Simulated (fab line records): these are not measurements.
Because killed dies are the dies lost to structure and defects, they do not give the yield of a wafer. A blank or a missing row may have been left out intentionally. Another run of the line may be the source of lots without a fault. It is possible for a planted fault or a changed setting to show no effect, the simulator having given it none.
fab line records	flow sky130
record lots=24	wafers=72	last-day=50
route steps=708 shown VT_ADJUST_LVTN@115 SONOS_TUNNEL@161 LI_CONTACT@365 CONTACT@425 CAPM@540 METAL3@567
lots that met no fault: taken from a fault-free run of the same line
start-h: the number of hours between the record's first day and the start of the first shown wafer of the lot	wait-h: hours from the lot's prior step to this one	" the same as in the row above	L1.1+2: a single row standing in for several wafers	- no value, or no start was given	* or withheld: withheld	< > ~ a bound
route shown NAME@n: names a module that has steps shown in the file, with the first one's number in the route	usual: mean/standard deviation of fault-free wafers	same: alike in all rows	chamber/n: place in a boat	sites: each site's reading	_std_site: the values' standard deviation	_edge_site: mean of outer sites minus mean of inner sites	radius-mm: how far each site lies from the wafer's centre	mask NAME#n: copy n	behind: the last tool/chamber to shape the wafer	hold: why the lot went on hold/how many hours it stayed there/how the hold came to an end	device: which transistor (n, p or np) failed to switch	end of line: the route-end tests of the same wafers	a step given without rows: its recipe and nothing more	killed: dies lost to structure and defects at the first sort, not the wafer's yield	map: a wafer's dies, marking killed ones x, the rest . and places with no die _
set.NAME: the run value of the setting; set.NAME@STEP: its run value at that earlier step	model.NAME: the simulator's own value behind a step, which no gauge read
route steps across a sampled set of lots; one table per step, one row per wafer
services: the hour from which a tool's chamber was out of use, counted from the record's first day as start-h (under 0 if before that day), plus the number of hours and why
## steps
# step SKY_VT_ADJUST_LVTN_OVL_MEAS_18
# usual VT_ADJUST_LVTN_01_OVL=1.6/1.5
lot.wafer	tool	chamber	start-h	wait-h	VT_ADJUST_LVTN_01_OVL[nm]
L074.2	overlay-02	-	158.04	0.1	1.4
L074.3	"	-	"	"	3.2
L074.6	"	-	"	"	1.8
L075.1	overlay-01	-	164.03	0.1	1.3
L075.3	"	-	"	"	0.2
L075.4	"	-	"	"	0.5
L076.2	overlay-01	-	169.19	0.1	-1.1
L076.3	"	-	"	"	0.2
L076.6	"	-	"	"	1.0
L077.3	overlay-02	-	176.80	0.1	1.8
L077.4	"	-	"	"	2.7
L077.6	"	-	"	"	0.3
L078.1	overlay-01	-	186.69	0.1	1.5
L078.4	"	-	"	"	1.3
L078.5	"	-	"	"	3.8
L079.1	overlay-02	-	199.49	0.1	3.6
L079.2	"	-	"	"	2.3
L079.4	"	-	"	"	3.6
L080.1	overlay-02	-	204.89	0.1	-1.7
L080.4	"	-	"	"	-1.7
L080.5	"	-	"	"	0.4
L081.1	overlay-01	-	215.93	0.1	5.6
L081.4	"	-	"	"	3.0
L081.5	"	-	"	"	2.9
L082.2	overlay-01	-	220.04	0.1	1.6
L082.4	"	-	"	"	3.3
L082.6	"	-	"	"	0.2
L083.2	overlay-01	-	228.59	0.1	-1.3
L083.4	"	-	"	"	2.0
L083.5	"	-	"	"	0.7
L084.3	overlay-01	-	231.30	0.1	1.6
L084.4	"	-	"	"	0.2
L084.5	"	-	"	"	2.4
L085.1	overlay-01	-	240.63	0.1	-1.3
L085.2	"	-	"	"	1.1
L085.6	"	-	"	"	3.2
L086.1	overlay-02	-	247.94	0.1	1.1
L086.2	"	-	"	"	0.6
L086.6	"	-	"	"	1.5
L087.1	overlay-02	-	248.73	0.1	0.7
L087.2	"	-	"	"	1.3
L087.6	"	-	"	"	1.3
L088.1	overlay-01	-	255.37	0.2	2.0
L088.3	"	-	"	"	2.1
L088.6	"	-	"	"	1.4
L089.3	overlay-02	-	260.50	0.1	1.6
L089.4	"	-	"	"	1.0
L089.6	"	-	"	"	2.3
L090.2	overlay-01	-	267.54	0.1	1.8
L090.3	"	-	"	"	1.0
L090.6	"	-	"	"	0.6
L091.1	overlay-01	-	273.98	0.1	0.1
L091.2	"	-	"	"	2.1
L091.4	"	-	"	"	1.5
L092.1	overlay-02	-	279.13	0.1	3.0
L092.3	"	-	"	"	2.9
L092.5	"	-	"	"	3.5
L093.2	overlay-01	-	288.79	0.1	-0.2
L093.3	"	-	"	"	-0.5
L093.5	"	-	"	"	0.3
L094.1	overlay-02	-	301.28	0.1	1.3
L094.2	"	-	"	"	2.7
L094.6	"	-	"	"	2.0
L095.2	overlay-02	-	302.19	0.1	4.3
L095.3	"	-	"	"	2.2
L095.6	"	-	"	"	1.6
L096.2	overlay-02	-	305.19	0.1	4.8
L096.4	"	-	"	"	2.5
L096.5	"	-	"	"	2.7
L097.2	overlay-01	-	317.39	0.1	-0.6
L097.3	"	-	"	"	1.5
L097.4	"	-	"	"	1.3
# step SKY_SONOS_TUNNEL_CD_MEAS_07
# recipe target-cd-nm=410
# usual cd-nm=410.6/2.6
lot.wafer	tool	chamber	start-h	wait-h	cd-nm
L074.2	cd-sem-02	-	244.46	0.1	406.5
L074.3	"	-	"	"	408.3
L074.6	"	-	"	"	409.2
L075.1	cd-sem-02	-	252.78	0.1	409.7
L075.3	"	-	"	"	412.1
L075.4	"	-	"	"	411.3
L076.2	cd-sem-01	-	255.70	0.1	410.8
L076.3	"	-	"	"	410.0
L076.6	"	-	"	"	410.6
L077.3	cd-sem-02	-	266.87	0.1	411.5
L077.4	"	-	"	"	411.2
L077.6	"	-	"	"	413.0
L078.1	cd-sem-01	-	278.43	0.1	414.3
L078.4	"	-	"	"	414.5
L078.5	"	-	"	"	414.4
L079.1	cd-sem-01	-	291.53	0.1	408.0
L079.2	"	-	"	"	411.7
L079.4	"	-	"	"	407.0
L080.1	cd-sem-01	-	296.88	0.1	409.8
L080.4	"	-	"	"	409.3
L080.5	"	-	"	"	407.6
L081.1	cd-sem-02	-	308.68	0.1	413.0
L081.4	"	-	"	"	414.4
L081.5	"	-	"	"	416.7
L082.2	cd-sem-02	-	315.70	0.1	407.5
L082.4	"	-	"	"	405.5
L082.6	"	-	"	"	404.9
L083.2	cd-sem-02	-	326.30	0.1	412.0
L083.4	"	-	"	"	413.0
L083.5	"	-	"	"	413.7
L084.3	cd-sem-01	-	328.82	0.1	410.7
L084.4	"	-	"	"	411.7
L084.5	"	-	"	"	411.3
L085.1	cd-sem-02	-	339.73	0.1	412.1
L085.2	"	-	"	"	413.8
L085.6	"	-	"	"	412.9
L086.1	cd-sem-02	-	346.23	0.1	407.8
L086.2	"	-	"	"	408.6
L086.6	"	-	"	"	408.9
L087.1	cd-sem-02	-	348.08	0.1	412.3
L087.2	"	-	"	"	414.1
L087.6	"	-	"	"	412.4
L088.1	cd-sem-01	-	356.63	0.1	410.1
L088.3	"	-	"	"	409.1
L088.6	"	-	"	"	408.7
L089.3	cd-sem-01	-	362.57	0.1	408.4
L089.4	"	-	"	"	408.6
L089.6	"	-	"	"	409.4
L090.2	cd-sem-01	-	372.20	0.1	408.5
L090.3	"	-	"	"	407.2
L090.6	"	-	"	"	410.2
L091.1	cd-sem-02	-	379.98	0.1	409.9
L091.2	"	-	"	"	411.0
L091.4	"	-	"	"	410.6
L092.1	cd-sem-02	-	385.98	0.1	407.9
L092.3	"	-	"	"	407.5
L092.5	"	-	"	"	404.7
L093.2	cd-sem-01	-	398.03	0.2	413.6
L093.3	"	-	"	"	415.0
L093.5	"	-	"	"	414.5
L094.1	cd-sem-02	-	411.83	0.1	412.5
L094.2	"	-	"	"	410.9
L094.6	"	-	"	"	409.6
L095.2	cd-sem-02	-	413.80	0.1	411.1
L095.3	"	-	"	"	408.8
L095.6	"	-	"	"	412.7
L096.2	cd-sem-02	-	416.85	0.1	409.4
L096.4	"	-	"	"	409.1
L096.5	"	-	"	"	406.6
L097.2	cd-sem-02	-	431.50	0.1	413.0
L097.3	"	-	"	"	413.5
L097.4	"	-	"	"	414.7
# step SKY_LI_CONTACT_BOW_MEAS_03
# recipe mode=bow
# usual LI_CONTACT_BOW=57/6.5
lot.wafer	tool	chamber	start-h	wait-h	LI_CONTACT_BOW[um]
L074.2	film-metro-01	-	641.14	0.2	62
L074.3	"	-	"	"	60
L074.6	"	-	"	"	62
L075.1	film-metro-04	-	654.21	0.1	59
L075.3	"	-	"	"	66
L075.4	"	-	"	"	41
L076.2	film-metro-02	-	654.78	0.3	51
L076.3	"	-	"	"	71
L076.6	"	-	"	"	50
L077.3	film-metro-04	-	668.97	0.2	43
L077.4	"	-	"	"	64
L077.6	"	-	"	"	55
L078.1	film-metro-02	-	675.76	0.2	56
L078.4	"	-	"	"	55
L078.5	"	-	"	"	57
L079.1	film-metro-01	-	693.21	0.2	55
L079.2	"	-	"	"	80
L079.4	"	-	"	"	62
L080.1	film-metro-02	-	695.37	0.1	53
L080.4	"	-	"	"	55
L080.5	"	-	"	"	53
L082.2	film-metro-04	-	731.63	0.1	60
L082.4	"	-	"	"	52
L082.6	"	-	"	"	56
L081.1	film-metro-04	-	732.82	0.1	51
L081.4	"	-	"	"	61
L081.5	"	-	"	"	57
L084.3	film-metro-02	-	734.06	0.2	52
L084.4	"	-	"	"	66
L084.5	"	-	"	"	52
L083.2	film-metro-01	-	734.58	0.3	58
L083.4	"	-	"	"	58
L083.5	"	-	"	"	57
L085.1	film-metro-04	-	740.16	0.2	53
L085.2	"	-	"	"	62
L085.6	"	-	"	"	58
L086.1	film-metro-04	-	748.46	0.1	56
L086.2	"	-	"	"	63
L086.6	"	-	"	"	50
L087.1	film-metro-02	-	753.16	0.1	56
L087.2	"	-	"	"	56
L087.6	"	-	"	"	58
L088.1	film-metro-01	-	758.63	0.1	56
L088.3	"	-	"	"	54
L088.6	"	-	"	"	43
L089.3	film-metro-01	-	763.26	0.1	71
L089.4	"	-	"	"	51
L089.6	"	-	"	"	69
L090.2	film-metro-04	-	765.33	0.1	75
L090.3	"	-	"	"	50
L090.6	"	-	"	"	72
L091.1	film-metro-02	-	784.02	0.1	48
L091.2	"	-	"	"	54
L091.4	"	-	"	"	55
L092.1	film-metro-04	-	784.97	0.1	60
L092.3	"	-	"	"	60
L092.5	"	-	"	"	48
L093.2	film-metro-01	-	794.03	0.2	60
L093.3	"	-	"	"	74
L093.5	"	-	"	"	57
L094.1	film-metro-04	-	806.66	0.1	59
L094.2	"	-	"	"	51
L094.6	"	-	"	"	55
L095.2	film-metro-04	-	808.44	0.2	59
L095.3	"	-	"	"	59
L095.6	"	-	"	"	62
L096.2	film-metro-02	-	811.03	0.1	63
L096.4	"	-	"	"	50
L096.5	"	-	"	"	53
L097.2	film-metro-04	-	822.23	0.3	57
L097.3	"	-	"	"	48
L097.4	"	-	"	"	51
# step SKY_CONTACT_STRIP_19
# recipe chemistry=O2/N2	power-w=1400	pressure-mtorr=1500	platen-temp-c=withheld	o2-flow-sccm=3000	n2-flow-sccm=300	overash-fraction=0.5
# usual drypump-motor-current-A=5.6/0.52	oes-product-au=0.380/0.0048	strip-time-to-endpoint-s=3.62/0.047
# same overash-fraction=0.5
lot.wafer	tool	chamber	start-h	wait-h	drypump-motor-current-A	oes-product-au	rf-hours-counter-h	strip-time-to-endpoint-s
L074.2	plasma-asher-03	0	730.62	-	5.8	0.393	31	3.65
L074.3	"	0	"	"	5.8	0.384	-	3.59
L074.6	"	0	"	"	5.8	0.386	-	3.59
L075.1	plasma-asher-02	1	737.77	-	5.9	0.381	92	3.65
L075.3	"	0	"	"	5.1	0.379	-	3.63
L075.4	"	1	"	"	5.9	0.380	-	3.62
L076.2	plasma-asher-02	0	738.37	-	5.1	0.386	92	3.65
L076.3	"	1	"	"	5.9	0.381	-	3.62
L076.6	"	1	"	"	5.9	0.379	-	3.62
L077.3	plasma-asher-03	1	758.85	-	5.5	0.379	-	3.60
L077.4	"	0	"	"	5.8	0.383	-	3.60
L077.6	"	0	"	"	5.7	0.378	-	3.58
L078.1	plasma-asher-02	1	760.62	-	5.9	0.374	94	3.66
L078.4	"	1	"	"	5.9	0.379	-	3.65
L078.5	"	1	"	"	5.9	0.382	-	3.64
L079.1	plasma-asher-04	0	782.87	-	6.7	0.385	1	3.65
L079.2	"	1	"	"	4.7	0.380	1	3.67
L079.4	"	0	"	"	6.7	0.379	-	3.68
L080.1	plasma-asher-02	1	784.82	-	5.9	0.383	96	3.65
L080.4	"	1	"	"	5.9	0.385	-	3.64
L080.5	"	1	"	"	5.9	0.384	-	3.66
L082.2	plasma-asher-03	0	814.12	-	5.8	0.379	40	3.56
L082.4	"	0	"	"	5.8	0.377	-	3.55
L082.6	"	0	"	"	5.8	0.380	-	3.61
L081.1	plasma-asher-02	0	816.37	-	5.1	0.376	100	3.61
L081.4	"	1	"	"	5.9	0.373	-	3.67
L081.5	"	0	"	"	5.1	0.379	-	3.62
L084.3	plasma-asher-03	0	816.91	-	5.8	0.374	-	3.50
L084.4	"	1	"	"	5.5	0.382	-	3.63
L084.5	"	1	"	"	5.5	0.382	-	3.51
L083.2	plasma-asher-03	1	817.87	-	5.4	0.382	40	3.62
L083.4	"	1	"	"	5.5	0.377	-	3.60
L083.5	"	0	"	"	5.8	0.383	-	3.65
L085.1	plasma-asher-03	1	823.17	-	5.5	0.374	41	3.57
L085.2	"	0	"	"	5.8	0.381	41	3.49
L085.6	"	0	"	"	5.8	0.380	-	3.57
L086.1	plasma-asher-03	0	830.62	-	5.8	0.379	42	3.64
L086.2	"	1	"	"	5.5	0.375	42	3.59
L086.6	"	1	"	"	5.5	0.378	-	3.65
L087.1	plasma-asher-02	0	834.27	-	5.1	0.377	102	3.50
L087.2	"	1	"	"	5.9	0.374	102	3.55
L087.6	"	1	"	"	5.9	0.375	-	3.49
L088.1	plasma-asher-03	0	840.12	-	5.8	0.381	43	3.66
L088.3	"	1	"	"	5.5	0.384	-	3.51
L088.6	"	1	"	"	5.5	0.390	-	3.63
L089.3	plasma-asher-04	0	846.31	-	6.7	0.383	-	3.66
L089.4	"	1	"	"	4.7	0.378	-	3.64
L089.6	"	0	"	"	6.7	0.384	-	3.69
L090.2	plasma-asher-02	1	846.97	-	5.9	0.372	103	3.57
L090.3	"	0	"	"	5.1	0.375	-	3.54
L090.6	"	1	"	"	5.9	0.368	-	3.58
L091.1	plasma-asher-03	0	864.22	-	5.8	0.380	45	3.65
L091.2	"	1	"	"	5.4	0.379	45	3.66
L091.4	"	0	"	"	5.8	0.387	-	3.64
L092.1	plasma-asher-04	0	865.47	-	6.7	0.390	9	3.63
L092.3	"	1	"	"	4.7	0.388	-	3.65
L092.5	"	0	"	"	6.7	0.379	-	3.65
L093.2	plasma-asher-04	1	874.92	-	4.7	0.375	10	3.64
L093.3	"	0	"	"	6.7	0.386	-	3.64
L093.5	"	1	"	"	4.7	0.376	-	3.61
L094.1	plasma-asher-03	0	886.42	-	5.8	0.379	48	3.64
L094.2	"	1	"	"	5.5	0.379	48	3.64
L094.6	"	1	"	"	5.5	0.378	-	3.69
L095.2	plasma-asher-04	0	888.12	-	6.7	0.367	11	3.55
L095.3	"	1	"	"	4.7	0.380	-	3.55
L095.6	"	0	"	"	6.7	0.375	-	3.55
L096.2	plasma-asher-02	1	891.47	-	5.9	0.386	107	3.64
L096.4	"	1	"	"	5.9	0.382	-	3.62
L096.5	"	1	"	"	5.9	0.378	-	3.65
L097.2	plasma-asher-03	1	903.52	-	5.5	0.386	49	3.66
L097.3	"	0	"	"	5.8	0.382	-	3.68
L097.4	"	1	"	"	5.4	0.394	-	3.69
# step SKY_CAPM_RS_MEAS_03
# recipe thk-meas-gauge=four-point-probe	reads=TiN_of_CAPM_SPUTTER_02
# usual CAPM_TIN_RS=7.04/0.1
lot.wafer	tool	chamber	start-h	wait-h	CAPM_TIN_RS[ohm/sq]
L074.2	film-metro-04	-	845.68	0.1	7.03
L074.3	"	-	"	"	6.89
L074.6	"	-	"	"	6.91
L075.1	film-metro-04	-	850.65	0.1	6.96
L075.3	"	-	"	"	6.95
L075.4	"	-	"	"	7.02
L076.2	film-metro-03	-	852.22	0.1	7.03
L076.3	"	-	"	"	7.01
L076.6	"	-	"	"	7.09
L077.3	film-metro-02	-	871.22	0.1	7.12
L077.4	"	-	"	"	7.17
L077.6	"	-	"	"	7.08
L078.1	film-metro-04	-	873.90	0.1	6.96
L078.4	"	-	"	"	7.03
L078.5	"	-	"	"	7.10
L079.1	film-metro-02	-	894.92	0.1	6.94
L079.2	"	-	"	"	7.03
L079.4	"	-	"	"	6.84
L080.1	film-metro-03	-	896.75	0.1	7.14
L080.4	"	-	"	"	7.04
L080.5	"	-	"	"	7.00
L082.2	film-metro-03	-	925.48	0.1	7.20
L082.4	"	-	"	"	7.18
L082.6	"	-	"	"	7.08
L081.1	film-metro-03	-	927.81	0.1	7.01
L081.4	"	-	"	"	6.93
L081.5	"	-	"	"	7.04
L084.3	film-metro-03	-	928.20	0.1	6.89
L084.4	"	-	"	"	6.96
L084.5	"	-	"	"	6.90
L083.2	film-metro-03	-	928.53	0.1	7.27
L083.4	"	-	"	"	7.21
L083.5	"	-	"	"	7.09
L085.1	film-metro-03	-	934.15	0.1	6.96
L085.2	"	-	"	"	7.21
L085.6	"	-	"	"	7.10
L086.1	film-metro-02	-	940.45	0.1	7.01
L086.2	"	-	"	"	6.98
L086.6	"	-	"	"	7.10
L087.1	film-metro-04	-	943.00	0.1	7.16
L087.2	"	-	"	"	7.08
L087.6	"	-	"	"	6.98
L088.1	film-metro-03	-	949.28	0.1	6.98
L088.3	"	-	"	"	6.82
L088.6	"	-	"	"	6.80
L089.3	film-metro-03	-	955.14	0.1	7.03
L089.4	"	-	"	"	6.93
L089.6	"	-	"	"	7.07
L090.2	film-metro-03	-	955.37	0.1	7.13
L090.3	"	-	"	"	6.95
L090.6	"	-	"	"	6.98
L091.1	film-metro-03	-	971.66	0.1	7.19
L091.2	"	-	"	"	7.16
L091.4	"	-	"	"	7.02
L092.1	film-metro-04	-	973.30	0.1	7.20
L092.3	"	-	"	"	7.11
L092.5	"	-	"	"	7.05
L093.2	film-metro-02	-	982.12	0.1	7.06
L093.3	"	-	"	"	7.03
L093.5	"	-	"	"	7.05
L094.1	film-metro-02	-	991.72	0.1	7.09
L094.2	"	-	"	"	7.05
L094.6	"	-	"	"	6.93
L095.2	film-metro-03	-	993.59	0.1	6.85
L095.3	"	-	"	"	7.01
L095.6	"	-	"	"	6.97
L096.2	film-metro-03	-	995.34	0.1	7.04
L096.4	"	-	"	"	7.05
L096.5	"	-	"	"	7.01
L097.2	film-metro-02	-	1007.73	0.1	7.04
L097.3	"	-	"	"	7.04
L097.4	"	-	"	"	7.14
# step SKY_METAL3_ETCH_17
# recipe target=SiO2	stop-on=TiN	chemistry=C4F8/O2/Ar	source-w=1500	bias-w=1200	pressure-mtorr=40	c4f8-flow-sccm=withheld	O2_flow_sccm=6	Ar_flow_sccm=300	time-s=3.9	target-depth-a=150
# usual oes-product-au=0.756/0.0085
lot.wafer	tool	chamber	start-h	wait-h	oes-product-au	rf-hours-counter-h
L074.2	rie-diel-02	2	898.60	0.1	0.744	13
L074.3	"	1	"	"	0.747	26
L074.6	"	1	"	"	0.755	-
L075.1	rie-diel-02	3	902.78	0.1	0.747	3
L075.3	"	0	"	"	0.757	29
L075.4	"	1	"	"	0.759	26
L076.2	rie-diel-02	0	904.72	0.1	0.741	29
L076.3	"	2	"	"	0.758	14
L076.6	"	1	"	"	0.759	-
L077.3	rie-diel-02	2	923.04	0.0	0.735	14
L077.4	"	0	"	"	0.753	29
L077.6	"	2	"	"	0.746	-
L078.1	rie-diel-01	1	924.72	0.1	0.749	4
L078.4	"	2	"	"	0.757	14
L078.5	"	3	"	"	0.768	-
L079.1	rie-diel-04	1	944.92	0.1	0.756	8
L079.2	"	3	"	"	0.753	7
L079.4	"	2	"	"	0.757	16
L080.1	rie-diel-01	3	946.17	0.1	0.750	6
L080.4	"	2	"	"	0.765	-
L080.5	"	3	"	"	0.757	-
L082.2	rie-diel-01	3	974.64	0.1	0.758	7
L082.4	"	2	"	"	0.768	16
L082.6	"	2	"	"	0.763	-
L081.1	rie-diel-01	2	976.77	0.1	0.765	16
L081.4	"	0	"	"	0.755	6
L081.5	"	1	"	"	0.761	-
L084.3	rie-diel-02	2	977.27	0.0	0.749	16
L084.4	"	1	"	"	0.771	29
L084.5	"	1	"	"	0.757	-
L083.2	rie-diel-02	0	977.92	0.1	0.756	1
L083.4	"	1	"	"	0.765	29
L083.5	"	1	"	"	0.765	-
L085.1	rie-diel-02	1	983.07	0.1	0.752	29
L085.2	"	3	"	"	0.760	6
L085.6	"	3	"	"	0.772	-
L086.1	rie-diel-01	0	988.47	0.1	0.751	7
L086.2	"	1	"	"	0.754	6
L086.6	"	1	"	"	0.768	-
L087.1	rie-diel-02	2	991.17	0.1	0.749	17
L087.2	"	1	"	"	0.754	29
L087.6	"	0	"	"	0.757	-
L088.1	rie-diel-04	3	997.92	0.1	0.739	8
L088.3	"	3	"	"	0.755	-
L088.6	"	3	"	"	0.765	-
L089.3	rie-diel-01	3	1002.62	0.0	0.749	8
L089.4	"	2	"	"	0.755	17
L089.6	"	0	"	"	0.759	-
L090.2	rie-diel-01	1	1004.37	0.1	0.763	6
L090.3	"	3	"	"	0.756	8
L090.6	"	2	"	"	0.758	-
L091.1	rie-diel-04	3	1018.72	0.1	0.768	9
L091.2	"	0	"	"	0.771	19
L091.4	"	0	"	"	0.770	-
L092.1	rie-diel-02	3	1019.42	0.1	0.754	7
L092.3	"	2	"	"	0.744	18
L092.5	"	2	"	"	0.754	-
L093.2	rie-diel-04	2	1029.07	0.1	0.739	17
L093.3	"	0	"	"	0.744	20
L093.5	"	2	"	"	0.753	-
L094.1	rie-diel-02	2	1037.62	0.1	0.739	18
L094.2	"	0	"	"	0.758	2
L094.6	"	0	"	"	0.771	-
L095.2	rie-diel-02	2	1039.67	0.1	0.750	18
L095.3	"	1	"	"	0.755	30
L095.6	"	1	"	"	0.756	-
L096.2	rie-diel-04	3	1040.92	0.1	0.760	10
L096.4	"	2	"	"	0.763	18
L096.5	"	0	"	"	0.770	-
L097.2	rie-diel-04	1	1053.77	0.1	0.768	11
L097.3	"	3	"	"	0.743	10
L097.4	"	2	"	"	0.761	18
## services
tool	chamber	start-h	hours	kind
rie-diel-02	1	710.34	8.5	repair
rie-diel-04	-	728.32	2.8	pm
rie-diel-01	1	740.57	14.4	repair
rie-diel-01	1	757.74	5.5	repair
rie-diel-04	0	771.70	7.5	repair
rie-diel-04	1	786.49	5.6	repair
rie-diel-02	3	786.52	13.1	repair
rie-diel-02	-	834.57	1.9	repair
rie-diel-02	-	837.47	0.1	repair
plasma-asher-02	-	862.45	2.8	pm
rie-diel-04	2	877.71	12.4	repair
rie-diel-04	1	890.95	10.7	repair
rie-diel-01	2	902.19	1.2	repair
rie-diel-01	3	914.63	6.6	repair
rie-diel-04	3	924.06	1.8	repair
rie-diel-02	-	926.42	2.4	repair
rie-diel-01	0	937.19	11.0	repair
plasma-asher-03	-	963.15	1.2	repair
rie-diel-04	-	969.17	14.6	pm
rie-diel-04	1	995.31	19.5	repair
rie-diel-04	2	995.54	33.2	repair
rie-diel-01	2	1007.16	2.5	repair
rie-diel-01	2	1010.12	1.7	repair
rie-diel-02	-	1021.77	14.6	pm
## key
fault none
